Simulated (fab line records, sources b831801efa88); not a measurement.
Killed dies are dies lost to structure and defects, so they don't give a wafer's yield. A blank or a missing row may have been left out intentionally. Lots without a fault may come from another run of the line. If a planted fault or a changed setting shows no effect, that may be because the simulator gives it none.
fab line records | flow sky130
record: lots: 6 wafers: 18 last_day: 49
route steps=708 shown FIELD_ISO@1
lots with no fault: from the same line, run without faults
start_h: hours from the record's opening day to when the first of the lot's shown wafers began | wait_h: hours from the lot's prior step to this one | " unchanged from the row above | L1.1+2: one row covering several wafers at once | - either no value or no given start | * or withheld: withheld | < > ~ a bound
route shown NAME@n: names a module that has steps shown in the file, with the first one's number in the route | usual: mean/standard deviation taken from wafers without a fault | same: alike in all rows | chamber/n: place in a boat | sites: the reading at each site | _std_site: their standard deviation | _edge_site: outer sites' mean less inner sites' | radius_mm: for every site, how far away it sits from the centre of the wafer | mask NAME#n: copy n | behind: the last tool/chamber to shape the wafer | hold: why the lot was held/for how many hours/how that ended | device: whichever transistor did not switch (one of n, p or np) | end of line: tests run on the same wafers once the route is complete | for a step that has no rows: nothing shown but its recipe | killed: dies that structure and defects cost at the first sort, which is not the same as the wafer's yield | map: the dies of a wafer, with x for killed, . for not killed, _ for no die there
set.NAME: the setting as run; set.NAME@STEP: as run at that earlier step | model.NAME: the simulator's own value behind a step, which no gauge read
lots seen at some steps along the route; tables by step, rows by wafer
== steps ==
step: SKY_FIELD_ISO_BOW_MEAS_00
recipe: mode: bow
usual: INCOMING_BOW: -1/6.9
columns lot.wafer tool chamber start_h wait_h INCOMING_BOW[um]
L699.2 film_metro-03 - 50.02 - -4
L699.3 " - " " -13
L699.4 " - " " -8
L700.3 film_metro-03 - 55.04 - 6
L700.5 " - " " 11
L700.6 " - " " 6
L706.2 film_metro-03 - 85.02 - 2
L706.4 " - " " -8
L706.6 " - " " 3
L707.3 film_metro-01 - 90.04 - 9
L707.5 " - " " -10
L707.6 " - " " -4
L709.3 film_metro-01 - 100.04 - -9
L709.4 " - " " 2
L709.5 " - " " -5
L710.4 film_metro-01 - 105.06 - 2
L710.5 " - " " -12
L710.6 " - " " 2
step: SKY_FIELD_ISO_OXIDATION_01
recipe: temp_c: 900 ambient: O2 stabilise_s: 600 purge_s: 300 target_thk_a: 120 ox_time_s: 1843
step: SKY_FIELD_ISO_THK_MEAS_02
recipe: reads: SiO2_of_FIELD_ISO_OXIDATION_01
usual: FIELD_ISO_OXIDATION_00_THK: 12.15/0.25
columns lot.wafer tool chamber start_h wait_h FIELD_ISO_OXIDATION_00_THK[nm]
L699.2 film_metro-03 - 51.64 0.0 12.05
L699.3 " - " " 12.03
L699.4 " - " " 12.28
L700.3 film_metro-03 - 57.62 0.0 12.07
L700.5 " - " " 11.82
L700.6 " - " " 12.03
L706.2 film_metro-03 - 88.96 0.0 11.76
L706.4 " - " " 11.80
L706.6 " - " " 11.63
L707.3 film_metro-02 - 95.85 0.0 12.14
L707.5 " - " " 12.10
L707.6 " - " " 12.32
L709.3 film_metro-01 - 102.82 0.0 12.24
L709.4 " - " " 12.09
L709.5 " - " " 11.93
L710.4 film_metro-03 - 113.86 0.0 12.41
L710.5 " - " " 12.50
L710.6 " - " " 12.46
step: SKY_FIELD_ISO_CVD_03
recipe: material: Si3N4 precursor: DCS/NH3 target_thk_nm: 165 temp_c: 770 time_s: 2830 pressure_mtorr: 237.8
step: SKY_FIELD_ISO_THK_MEAS_04
recipe: reads: Si3N4_of_FIELD_ISO_CVD_03
usual: FIELD_ISO_CVD_03_THK: 162.0/1.3
columns lot.wafer tool chamber start_h wait_h FIELD_ISO_CVD_03_THK[nm]
L699.2 film_metro-03 - 54.00 0.0 163.3
L699.3 " - " " 162.1
L699.4 " - " " 163.0
L700.3 film_metro-03 - 60.36 0.0 161.5
L700.5 " - " " 160.7
L700.6 " - " " 162.3
L706.2 film_metro-02 - 91.94 0.0 161.9
L706.4 " - " " 161.4
L706.6 " - " " 161.1
L707.3 film_metro-02 - 98.22 0.0 161.4
L707.5 " - " " 160.4
L707.6 " - " " 161.2
L709.3 film_metro-01 - 104.66 0.0 163.1
L709.4 " - " " 163.0
L709.5 " - " " 162.4
L710.4 film_metro-01 - 115.71 0.0 160.5
L710.5 " - " " 161.2
L710.6 " - " " 162.1
step: SKY_FIELD_ISO_DEHYDRATE_05
recipe: temp_c: 200 time_s: 60
step: SKY_FIELD_ISO_HMDS_06
recipe: prime_time_s: 60 prime_temp_c: 120
step: SKY_FIELD_ISO_COAT_07
recipe: resist: BARC temp_c: withheld time_s: withheld spin_rpm: 3000 resist_thk_nm: 60
step: SKY_FIELD_ISO_COAT_08
recipe: resist: KrF-thick spin_rpm: 3000 resist_thk_nm: 450
step: SKY_FIELD_ISO_SOFTBAKE_09
recipe: temp_c: 100 time_s: 90 resist: KrF-thick
step: SKY_FIELD_ISO_EXPOSE_10
recipe: mask_id: FOM na: 0.68 source_shape: annular sigma_inner: 0.4 sigma_outer: 0.8 target_cd_nm: 150 dose_mj: 28
step: SKY_FIELD_ISO_PEB_11
recipe: peb_temp_c: withheld peb_time_s: withheld resist: KrF-thick
usual: chill_plate_temp_C: * exhaust_pa: 45.1/0.96
columns lot.wafer tool chamber start_h wait_h chill_plate_temp_C exhaust_pa
L699.2 litho_track-01 - 69 - - -
L699.3 " - " " - -
L699.4 " - " " - -
L700.3 litho_track-04 - 76 - - -
L700.5 " - " " - -
L700.6 " - " " - -
L706.2 litho_track-01 0 109 - * 44.9
L706.4 " 0 " " * 44.9
L706.6 " 0 " " * 46.0
L707.3 litho_track-04 0 114 - * 45.5
L707.5 " 0 " " * 46.8
L707.6 " 0 " " * 46.3
L709.3 litho_track-03 0 121 - * 45.2
L709.4 " 0 " " * 45.3
L709.5 " 0 " " * 44.5
L710.4 litho_track-04 0 132 - * 44.0
L710.5 " 0 " " * 44.1
L710.6 " 0 " " * 45.5
step: SKY_FIELD_ISO_DEVELOP_12
recipe: develop_time_s: 60 resist: KrF-thick dev_temp_c: 21
== key ==
first_sign: step: SKY_FIELD_ISO_PEB_11 reading: tool_record direction: missing
effect none on later readings
met_at SKY_FIELD_ISO_PEB_11
struck_wafers L699.2,L699.3,L699.4,L700.3,L700.5,L700.6
later_rows_left_out L699.2,L699.3,L699.4,L700.3,L700.5,L700.6
sort_left_out L699.2,L699.3,L699.4,L700.3,L700.5,L700.6
tester_left_out L699,L700
fault: kind: skipped_step_whole tool: litho_track-01,litho_track-04 chamber: - onset_h: 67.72 steps: SKY_FIELD_ISO_PEB_11 scope: struck_lots_only
tester_left_out: of these lots the tester's yield and bins aren't shown, on N5 and GAA mostly nor the transistor test; their killed dies are dies lost to structure and defects alone, not to doping, threshold or leakage, so they don't give the yield
sort_left_out: the simulated sort isn't trusted on such a fault, so these wafers' sort isn't shown, and their yield isn't known
later_rows_left_out: the simulator's readings of these wafers behind a module that went badly wrong aren't trusted and aren't shown, but for the sort
